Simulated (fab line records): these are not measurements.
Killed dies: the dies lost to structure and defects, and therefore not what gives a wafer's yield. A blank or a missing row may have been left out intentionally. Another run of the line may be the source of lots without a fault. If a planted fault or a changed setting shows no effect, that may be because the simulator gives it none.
Which tool is to blame? -- flow gf180mcu -- 11 lots with 33 wafers sampled at 3 steps, on a route of 602 steps

WHAT THE GAUGES SHOWED, per wafer
GF_PASSIVATION_THK_MEAS_01.
lot,measured,on,PASSIVATION_CVD_00_THK (nm)
L811,day 29 01:13,film-metro-03,988 1003 1018
L812,day 29 05:26,film-metro-02,984 996 1001
L815,day 30 00:00,film-metro-02,981 1001 855
L816,day 30 12:07,film-metro-04,965 982 827
L823,day 32 14:56,film-metro-03,1000 996 1008
L824,day 32 18:14,film-metro-02,1019 1033 1027
L825,day 32 20:29,film-metro-03,984 996 990
L826,day 33 03:57,film-metro-03,993 1002 1002
L828,day 33 14:26,film-metro-04,1009 1002 1003
L831,day 34 06:49,film-metro-02,983 1003 1003
L832,day 34 09:24,film-metro-04,972 1010 1005

EACH LOT AND THE TOOL THAT RAN IT (in order: tool; ch and the chambers of the sampled wafers; start)
lot,GF_TOP_METAL_SPUTTER_02,GF_PASSIVATION_CVD_00
L811,"pvd-sputter-02, day 28 04:51","pecvd-03 ch 0,1,2, day 29 01:05"
L812,"pvd-sputter-04, day 28 08:39","pecvd-02 ch 0,1,2, day 29 05:22"
L815,"pvd-sputter-02, day 29 04:35","pecvd-02 ch 0,1,2, day 29 23:55"
L816,"pvd-sputter-02, day 29 17:16","pecvd-02 ch 0,1,2, day 30 12:01"
L823,"pvd-sputter-03, day 31 20:55","pecvd-03 ch 0,1,2, day 32 14:51"
L824,"pvd-sputter-02, day 32 00:38","pecvd-04 ch 0,1, day 32 18:09"
L825,"pvd-sputter-03, day 32 02:44","pecvd-02 ch 0,2, day 32 20:23"
L826,"pvd-sputter-02, day 32 10:25","pecvd-02 ch 0,2, day 33 03:52"
L828,"pvd-sputter-03, day 32 21:25","pecvd-02 ch 0,1,2, day 33 14:22"
L831,"pvd-sputter-03, day 33 14:02","pecvd-02 ch 0,1, day 34 06:43"
L832,"pvd-sputter-03, day 33 17:19","pecvd-02 ch 0,1, day 34 09:19"
- GF_TOP_METAL_SPUTTER_02: material AlCu, target thk 900 nm, time 47.82 s.
- GF_PASSIVATION_CVD_00: deposits SiO2 from TEOS, target thk 1000 nm, time 111.95 s.

THE ANSWER, worked out from the rows above alone
Rule: what is usual is taken from the lots themselves. Put in order of their means at a reading, lots are off if they are a third of the lots or fewer, leave a main group of 4 or more, and stand apart from it by a gap of 3 or more times the standard deviation of the main group's means; of several such gaps the widest counts. A main group whose means are all the same, to the digits that the tables above print for the reading, isn't used. A lot without any number at a reading at which 4 lots or more have one is off too. All remaining lots with rows at the step are treated as sound.
Off: L815, L816, seen at GF_PASSIVATION_THK_MEAS_01 (PASSIVATION_CVD_00_THK). The main group: mean 1001 nm, standard deviation 9.9.
A tool fits if, at a process step before that reading, it ran every lot that is off, and no sound lot after the first of them. The gauges at GF_PASSIVATION_THK_MEAS_01 are tried like those tools. Of those tried, none fits.

WHAT WAS PUT IN BY THE SIMULATOR
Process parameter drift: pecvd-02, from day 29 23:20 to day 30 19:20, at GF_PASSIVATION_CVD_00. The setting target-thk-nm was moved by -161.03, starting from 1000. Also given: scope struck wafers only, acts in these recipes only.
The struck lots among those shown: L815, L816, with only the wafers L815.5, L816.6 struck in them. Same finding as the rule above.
